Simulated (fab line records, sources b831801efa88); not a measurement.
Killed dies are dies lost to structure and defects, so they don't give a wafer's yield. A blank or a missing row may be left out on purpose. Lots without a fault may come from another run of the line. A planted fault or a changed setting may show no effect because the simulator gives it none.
fab line records | flow sky130
record lots=13 wafers=39 last_day=50
route steps=708 shown SONOS_ONO@184
lots that met no fault: from a run of the same line without faults
start_h: hours from the record's first day to the start of the lot's first wafer shown | wait_h: hours since the lot's step before | " the same as in the row above | L1.1+2: a row that stands for several wafers | - no value, or no start given | * or withheld: withheld | < > ~ a bound
route shown NAME@n: a module of which the file shows steps, and the number in the route of the first | usual: mean/standard deviation of fault-free wafers | same: alike in all rows | chamber/n: place in a boat | sites: the reading at each site | _std_site: their standard deviation | _edge_site: outer sites' mean less inner sites' | radius_mm: how far each site lies from the wafer's centre | mask NAME#n: copy n | behind: the tool/chamber that last shaped the wafer | hold: why the lot was held/for how many hours/how that ended | device: the transistor (n, p or np) that didn't switch | end of line: the same wafers' tests at the end of the route | a step without rows: its recipe alone | killed: dies lost to structure and defects at the first sort, not the wafer's yield | map: a wafer's dies, x killed, . not, _ none there
set.NAME: the setting as run; set.NAME@STEP: as run at that earlier step | model.NAME: the simulator's own value behind a step, which no gauge read
steps of the route over a sample of lots; a table a step, a row a wafer
services: from which hour (start_h, from the record's first day; less than 0 if before it) a tool's chamber was out of use, for how many hours, and why
## steps
# step SKY_SONOS_ONO_WET_ETCH_16
# recipe chemistry=dHF target_depth_nm=14 dry=n2_spin target=SiO2 dilution=100:1 temp_c=25 time_s=280
# usual run_length_s=308/3.7
# columns lot.wafer tool chamber start_h wait_h run_length_s
L778.2 wet_bench-03 0 283.71 0.0 313
L778.3 " 0 " " 313
L778.6 " 0 " " 313
L779.2 wet_bench-03 1 288.32 0.0 307
L779.4 " 1 " " 307
L779.5 " 1 " " 307
L780.2 wet_bench-01 1 296.81 0.0 313
L780.3 " 1 " " 313
L780.6 " 1 " " 313
L782.1 wet_bench-03 1 321.98 0.0 307
L782.2 " 1 " " 307
L782.3 " 1 " " 307
L783.1 wet_bench-04 2 326.76 0.0 314
L783.3 " 2 " " 314
L783.4 " 2 " " 314
L784.4 wet_bench-03 2 326.83 0.0 306
L784.5 " 2 " " 306
L784.6 " 2 " " 306
L793.1 wet_bench-01 0 418.93 0.0 178
L793.3 " 0 " " 178
L793.6 " 0 " " 178
L794.2 wet_bench-03 2 421.92 0.0 313
L794.3 " 2 " " 313
L794.4 " 2 " " 313
L795.1 wet_bench-01 1 429.20 0.0 314
L795.5 " 1 " " 314
L795.6 " 1 " " 314
L796.1 wet_bench-04 1 432.66 0.0 305
L796.2 " 1 " " 305
L796.4 " 1 " " 305
L797.1 wet_bench-04 2 445.93 0.0 307
L797.5 " 2 " " 307
L797.6 " 2 " " 307
L798.1 wet_bench-03 0 451.51 0.0 306
L798.2 " 0 " " 306
L798.4 " 0 " " 306
L801.4 wet_bench-04 0 472.53 0.0 315
L801.5 " 0 " " 315
L801.6 " 0 " " 315
## services
# columns tool chamber start_h hours kind
wet_bench-01 - 264.43 1.2 repair
wet_bench-03 - 298.81 2.6 repair
wet_bench-03 - 315.43 2.3 repair
wet_bench-04 - 345.73 1.3 repair
## key
first_sign step=SKY_SONOS_ONO_WET_ETCH_16 reading=run_length_s direction=down sigmas=35 usual=* struck=*
effect none on later readings
met_at SKY_SONOS_ONO_WET_ETCH_16
struck_lots L793
struck_wafers L793.1,L793.3,L793.6
tester_left_out L793
fault kind=process_parameter_drift tool=wet_bench-01 chamber=0 onset_h=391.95 steps=SKY_SONOS_ONO_WET_ETCH_16 channel=time_s offset=* shape=step end_h=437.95 acts_in=* stated=*
# tester_left_out: of these lots the tester's yield and bins aren't shown, on N5 and GAA mostly nor the transistor test; their killed dies are dies lost to structure and defects alone, not to doping, threshold or leakage, so they don't give the yield
